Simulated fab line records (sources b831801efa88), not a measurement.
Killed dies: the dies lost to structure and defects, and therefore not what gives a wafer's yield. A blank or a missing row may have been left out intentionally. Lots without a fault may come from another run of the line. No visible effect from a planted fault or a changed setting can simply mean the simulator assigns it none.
What tool caused it?    flow sky130    Sampling: 7 lots, 21 wafers, 2 of 708 route steps

== WHAT THE GAUGES SHOWED, per wafer ==
SKY_VIA2_RS_MEAS_22: uses a four-point probe to measure.
lot   measured      on            VIA2_W_RS (ohm/sq)
L627  day 37 00:24  filmMetro-01  0.271 0.272 0.276
L630  day 37 07:04  filmMetro-03  0.273 0.271 0.274
L633  day 38 09:07  filmMetro-04  0.273 0.274 0.273
L637  day 39 16:02  filmMetro-01  0.275 0.270 0.271
L643  day 41 10:05  filmMetro-04  0.277 0.272 0.275
L647  day 42 05:19  filmMetro-04  0.274 0.274 0.272
L649  day 42 22:08  filmMetro-03  0.274 0.277 0.274

== TOOL THAT RAN EACH LOT (tool first, then ch and the chambers of the sampled wafers, then the start) ==
lot   SKY_METAL2_ETCH_18
L627  rieMetal-01 ch 0,1, day 35 19:58
L630  rieMetal-02 ch 0,1, day 36 02:39
L633  rieMetal-01 ch 0, day 37 06:04
L637  rieMetal-03 ch 0,1, day 38 14:10
L643  rieMetal-01 ch 0,1, day 40 08:11
L647  rieMetal-03 ch 0,1, day 41 02:56
L649  rieMetal-02 ch 0,1, day 41 21:52
- SKY_METAL2_ETCH_18: etches BARC in N2/H2, stops on SiO2, time 45.9 s, target depth 60 nm.

== THE ANSWER, worked out from the rows above alone ==
Rule: what is usual is taken from the lots themselves. The widest of any qualifying gaps counts: lots, ordered by their means at a reading, are off when they make up no more than a third of the lots, leave a main group of 4 or more, and stand apart from it by 3 or more times the standard deviation of that group's means. If all means in a main group match to the digits the tables above print for the reading, that group is not used. A lot without any number at a reading at which 4 lots or more have one is off too. The other lots that the step has rows for count as sound.
None of the lots is off at any reading shown; this tells nothing.

== WHAT WAS PUT IN BY THE SIMULATOR ==
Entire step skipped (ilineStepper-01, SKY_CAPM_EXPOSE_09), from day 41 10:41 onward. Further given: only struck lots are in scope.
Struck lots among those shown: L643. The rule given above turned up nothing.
